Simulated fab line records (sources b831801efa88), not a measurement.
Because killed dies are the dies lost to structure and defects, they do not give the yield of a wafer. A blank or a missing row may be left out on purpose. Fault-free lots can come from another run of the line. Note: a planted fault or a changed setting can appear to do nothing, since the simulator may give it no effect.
A lot that was struck, set against a sound lot | flow sky130 | 42 steps out of a route of 708
Sound: wafers L799.2, L799.3, L799.6. Struck: wafers L788.2, L788.3. (L788.1 of the same lot was not struck and is left out.) The cause comes at the end.
Each step with rows lists, per side, the tool, then ch with its chambers, then its first start. Under that, the readings that differ: sound wafers | struck wafers | difference of the means | sigmas: that difference in standard deviations of wafers without a fault.
alike: same words and numbers on both sides, and readings whose means sit less than 2 such deviations apart. not compared: any withheld reading, any reading some wafer has no value for, any bound like >300 that may hide the same value, and any number with overlapping values for which the record gives no deviation.
The two part at a step that has a row with sigmas, a row that says differs or no value, or rows on one side only. Numbers that don't overlap but have no deviation are shown without sigmas and don't part them. A reading that every wafer of one side lacks parts them only if that side has two wafers or more.

first, 1 step without rows for these wafers: SKY_NWELL_IMPLANT_13.
SKY_NWELL_STRIP_14: strips in O2/N2.
  sound on plasma-asher-02 ch 1, day 9 12:25; struck on plasma-asher-04 ch 0, day 6 17:13
  alike: drypump-motor-current-A, oes-product-au, strip-time-to-endpoint-s
  not compared: rf-hours-counter-h
SKY_NWELL_TW_MEAS_15:
  sound on film-metro-02 at day 9 12:32; struck on film-metro-01 at day 6 17:19
  reading  | sound          | struck    | difference | sigmas
  NWELL_TW | 1825 1821 1824 | 1782 1786 | -39        | -2
then, 7 steps without rows for these wafers: SKY_NWELL_DEHYDRATE_16 (time 60 s); SKY_NWELL_HMDS_17 (prime time 60 s); SKY_NWELL_COAT_18 (resist thk 3000 nm); SKY_NWELL_SOFTBAKE_19; SKY_NWELL_EXPOSE_20 (exposes mask NWM COMPLEMENT, target cd 840 nm); SKY_NWELL_PEB_21; SKY_NWELL_DEVELOP_22 (develop time 60 s).
SKY_NWELL_OVL_MEAS_23:
  sound on overlay-02 at day 10 11:07; struck on overlay-01 at day 7 12:06
  alike: NWELL_01_OVL
after that, 1 step had no rows for these wafers: SKY_NWELL_IMPLANT_24.
SKY_NWELL_STRIP_25: strips in O2/N2.
  sound on plasma-asher-04 ch 0,1, day 10 11:17; struck on plasma-asher-04 ch 1, day 7 12:17
  alike: drypump-motor-current-A, oes-product-au, strip-time-to-endpoint-s
  not compared: rf-hours-counter-h
SKY_NWELL_TW_MEAS_26:
  sound on film-metro-02 at day 10 11:24; struck on film-metro-04 at day 7 12:23
  alike: NWELL_2_TW
then, 1 step without rows for these wafers: SKY_NWELL_CLEAN_27 (cleans in SC1/SC2, time 150 s).
SKY_NWELL_RTA_28: time 30 s.
  sound on rtp-anneal-02 ch 0, day 10 11:31; struck on rtp-anneal-01 ch 0, day 7 12:30
  alike: chamber-o2-ppm, lamp-power-pct, wafer_temp_C_max
SKY_NWELL_RS_MEAS_29: uses a four-point probe to measure.
  sound on film-metro-01 at day 10 11:37; struck on film-metro-02 at day 7 12:42
  alike: NWELL_RS
SKY_NWELL_RS_MEAS_31: uses a four-point probe to measure.
  sound on film-metro-01 at day 10 11:52; struck on film-metro-02 at day 7 12:56
  alike: PWDE_RS
then, 7 steps without rows for these wafers: SKY_VT_ADJUST_HVTP_DEHYDRATE_00 (time 60 s); SKY_VT_ADJUST_HVTP_HMDS_01 (prime time 60 s); SKY_VT_ADJUST_HVTP_COAT_02 (resist thk 1140 nm); SKY_VT_ADJUST_HVTP_SOFTBAKE_03 (time 60 s); SKY_VT_ADJUST_HVTP_EXPOSE_04 (exposes mask HVTPM, target cd 380 nm); SKY_VT_ADJUST_HVTP_PEB_05; SKY_VT_ADJUST_HVTP_DEVELOP_06 (develop time 60 s).
SKY_VT_ADJUST_HVTP_CD_MEAS_07: the cd target is 380 nm.
  sound on cd-sem-02 at day 11 10:54; struck on cd-sem-01 at day 8 09:23
  alike: cd-nm
SKY_VT_ADJUST_HVTP_OVL_MEAS_08:
  sound on overlay-01 at day 11 11:00; struck on overlay-02 at day 8 09:30
  alike: VT_ADJUST_HVTP_OVL
after that, 1 step had no rows for these wafers: SKY_VT_ADJUST_HVTP_IMPLANT_09.
SKY_VT_ADJUST_HVTP_STRIP_10: strips in O2/N2.
  sound on plasma-asher-01 ch 0,1, day 11 11:11; struck on plasma-asher-01 ch 0,1, day 8 09:41
  alike: drypump-motor-current-A, oes-product-au, strip-time-to-endpoint-s
  not compared: rf-hours-counter-h
SKY_VT_ADJUST_HVTP_TW_MEAS_11:
  sound on film-metro-03 at day 11 11:17; struck on film-metro-01 at day 8 09:47
  alike: VT_ADJUST_HVTP_TW
then, 7 steps without rows for these wafers: SKY_VT_ADJUST_LVTN_DEHYDRATE_00 (time 60 s); SKY_VT_ADJUST_LVTN_HMDS_01 (prime time 60 s); SKY_VT_ADJUST_LVTN_COAT_02 (resist thk 3000 nm); SKY_VT_ADJUST_LVTN_SOFTBAKE_03; SKY_VT_ADJUST_LVTN_EXPOSE_04 (exposes mask NWM COMPLEMENT LESS NATIVE, target cd 840 nm); SKY_VT_ADJUST_LVTN_PEB_05; SKY_VT_ADJUST_LVTN_DEVELOP_06 (develop time 60 s).
SKY_VT_ADJUST_LVTN_OVL_MEAS_07:
  sound on overlay-02 at day 12 10:56; struck on overlay-01 at day 9 06:37
  alike: VT_ADJUST_LVTN_OVL
after that, 1 step had no rows for these wafers: SKY_VT_ADJUST_LVTN_IMPLANT_08.
SKY_VT_ADJUST_LVTN_STRIP_09: strips in O2/N2.
  sound on plasma-asher-01 ch 0,1, day 12 11:07; struck on plasma-asher-03 ch 1, day 9 06:48
  alike: drypump-motor-current-A, oes-product-au, strip-time-to-endpoint-s
  not compared: rf-hours-counter-h
SKY_VT_ADJUST_LVTN_TW_MEAS_10:
  sound on film-metro-04 at day 12 11:14; struck on film-metro-04 at day 9 06:54
  alike: VT_ADJUST_LVTN_TW
-- the record jumps here: 39 days lie between the struck wafers' starts before and after (it left off in module VT_ADJUST_LVTN and takes up again in module PAD_OPEN, whose first step shown is number 708 of the route) --
SKY_PAD_OPEN_PROBE_99:
  sound on prober-01 at day 50 05:36; struck on prober-02 at day 48 00:58
  reading             | sound    | struck                                            | difference                   | sigmas
  hold                | - - -    | await-dispo/2.2h/release await-dispo/2.2h/release | no value on the sound wafers |
  killed-at-front-end | 19 14 17 | 48 48                                             | +31                          | +7
  killed-dies         | 86 88 89 | 114 115                                           | +27                          | +3
  killed-on-rim       | 9 11 14  | 25 24                                             | +13                          | +3
  alike: killed_at_M0_to_M3, killed_at_M4_up, killed-at-contacts, killed-at-other, killed-open, killed-short

== WHERE THEY PART ==
At SKY_NWELL_TW_MEAS_15 first; at SKY_PAD_OPEN_PROBE_99 last (within this record only).

WHY: what the simulator had put in
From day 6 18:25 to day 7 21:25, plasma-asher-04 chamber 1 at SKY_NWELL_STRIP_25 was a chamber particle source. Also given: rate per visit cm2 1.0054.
